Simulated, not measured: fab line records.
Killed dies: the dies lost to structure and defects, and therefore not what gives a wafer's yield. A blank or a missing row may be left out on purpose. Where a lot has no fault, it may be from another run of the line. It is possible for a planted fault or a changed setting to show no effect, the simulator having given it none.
A lot that was struck, set against a sound lot	flow sky130	18 out of 708 route steps
Sound: the wafers L338.3, L338.4, L338.5. The struck wafers were L329.2, L329.5, L329.6. The cause comes at the end.
For every step that has rows: the tool of each side, followed by ch and its chambers, followed by its first start. Under that, the readings that differ: sound wafers	struck wafers	difference of the means	sigmas: that difference in standard deviations of wafers without a fault.
alike: words and numbers the same on both sides, and readings whose means are apart by under 2 such deviations; not compared: readings that were withheld, readings missing a value for some wafer, numbers with overlapping values and no deviation given by the record, and bounds like >300 which may hide the same value.
A row with sigmas, a row that says differs or no value, or rows on one side alone: a step with any of these is where the two part. When numbers do not overlap yet have no deviation, they are printed without sigmas and do not part them. A reading that every wafer of one side lacks parts them only if that side has two wafers or more.

first, 3 steps without rows for these wafers: SKY_LI_CONTACT_EXPOSE_09 (exposes mask LICM1, target cd 170 nm); SKY_LI_CONTACT_PEB_10; SKY_LI_CONTACT_DEVELOP_11 (develop time 60 s).
SKY_LI_CONTACT_CD_MEAS_12 targets a cd of 170 nm.
  sound: cd-sem-01 at day 34 14:58; struck: cd-sem-02 at day 31 11:53
  alike: cd-nm
SKY_LI_CONTACT_OVL_MEAS_13:
  sound: overlay-02 at day 34 15:04; struck: overlay-01 at day 31 11:59
reading	sound	struck	difference	sigmas
LI_CONTACT_OVL (nm)	-15 -17 -14	4 -4 0	+15	+3
SKY_LI_CONTACT_ETCH_14: etches BARC in N2/H2, stops on SiO2, time 45.9 s, target depth 60 nm.
  sound on rie-diel-02 ch 0,2, day 34 15:05; struck on rie-diel-04 ch 0,2,3, day 31 12:01
  alike: drypump-motor-current-A, oes-product-au, rf-fwd-power-W, throttle-valve-pct
  not compared: rf-hours-counter-h
SKY_LI_CONTACT_ETCH_15: etches PSG in C4F8/O2/Ar, stops on Si, target depth 600 nm.
  sound on rie-diel-02 ch 0,2, day 34 15:08; struck on rie-diel-04 ch 0,2,3, day 31 12:04
  alike: oes-product-au, rf-fwd-power-W
SKY_LI_CONTACT_STRIP_16: strips in O2/N2.
  sound on plasma-asher-03 ch 0,1, day 34 15:15; struck on plasma-asher-01 ch 0,1, day 31 12:09
  alike: drypump-motor-current-A, o2-flow-sccm, oes-product-au, strip-time-to-endpoint-s
  not compared: rf-hours-counter-h
then, 2 steps without rows for these wafers: SKY_LI_CONTACT_CLEAN_17 (cleans in NMP, time 600 s); SKY_LI_CONTACT_PRE_CLEAN_18 (time 5.6 s).
SKY_LI_CONTACT_SPUTTER_19: material Ti, target thk 20 nm, time 106.37 s.
  sound: pvd-sputter-01 at day 34 15:31; struck: pvd-sputter-01 at day 31 12:26
  alike: throttle-valve-pct
then, 1 step without rows for these wafers: SKY_LI_CONTACT_SPUTTER_20 (material TiN, target thk 20 nm, time 80 s).
SKY_LI_CONTACT_CVD_21: deposits W, target thk 400 nm, time 120.56 s.
  sound on cvd-w-01 ch 0,1, day 34 15:42; struck on cvd-w-01 ch 0,1, day 31 12:35
reading	sound	struck	difference	sigmas
model.W_of_LI_CONTACT_CVD_21.thk-nm (nm)	390.3 399.2 384.4	452.7 456.9 458.9	+64.9	
  alike: heater-power-outer-w, heater-power-w, susceptor-temp-C
SKY_LI_CONTACT_RS_MEAS_22: measures by four-point-probe.
  sound: film-metro-02 at day 34 15:50; struck: film-metro-03 at day 31 13:01
reading	sound	struck	difference	sigmas
LI_CONTACT_W_RS (ohm/sq)	0.2919 0.2847 0.2966	0.2510 0.2493 0.2471	-0.0419	-14
  not compared: hold
SKY_LI_CONTACT_THK_MEAS_23: measures by xrf.
  sound: film-metro-02 at day 34 15:56; struck: film-metro-03 at day 31 15:05
reading	sound	struck	difference	sigmas
LI_CONTACT_W_THK (nm)	393 406 390	473 475 477	+79	+11
  not compared: hold
SKY_LI_CONTACT_CMP_24: polishes, stops on PSG, t overpolish 20 s, target thk 0 nm.
  sound on cmp-01 ch 1,2, day 34 15:58; struck on cmp-02 ch 2,3, day 31 17:09
reading	sound	struck	difference	sigmas
hold	- - -	await-dispo/2.0h/release await-dispo/2.0h/release await-dispo/2.0h/release	no value on the sound wafers	
time-to-endpoint-s (s)	89 93 92	111 108 109	+18	+6
  alike: motor-current-A
SKY_LOCAL_INTERCONNECT_SPUTTER_00: material TiN, target thk 100 nm, time 83.3 s.
  sound: pvd-sputter-04 at day 34 16:16; struck: pvd-sputter-02 at day 31 17:24
  alike: susceptor-temp-C, throttle-valve-pct
-- record jumps: 16 days separate the struck wafers' starts on either side; left off in module LOCAL_INTERCONNECT, taken up again in module PAD_OPEN, whose first shown step is the route's number 708 --
SKY_PAD_OPEN_PROBE_99:
  sound: prober-02 at day 49 14:15; struck: prober-01 at day 47 10:27
  alike: killed_at_M0_to_M3, killed_at_M4_up, killed-at-contacts, killed-at-front-end, killed-at-other, killed-dies, killed-open, killed-short

## WHERE THEY PART
Earliest at SKY_LI_CONTACT_OVL_MEAS_13; latest, in this record, at SKY_LI_CONTACT_CMP_24. Later steps at which nothing parts them and some readings are alike: SKY_LOCAL_INTERCONNECT_SPUTTER_00, SKY_PAD_OPEN_PROBE_99.

WHY: what the simulator had put in
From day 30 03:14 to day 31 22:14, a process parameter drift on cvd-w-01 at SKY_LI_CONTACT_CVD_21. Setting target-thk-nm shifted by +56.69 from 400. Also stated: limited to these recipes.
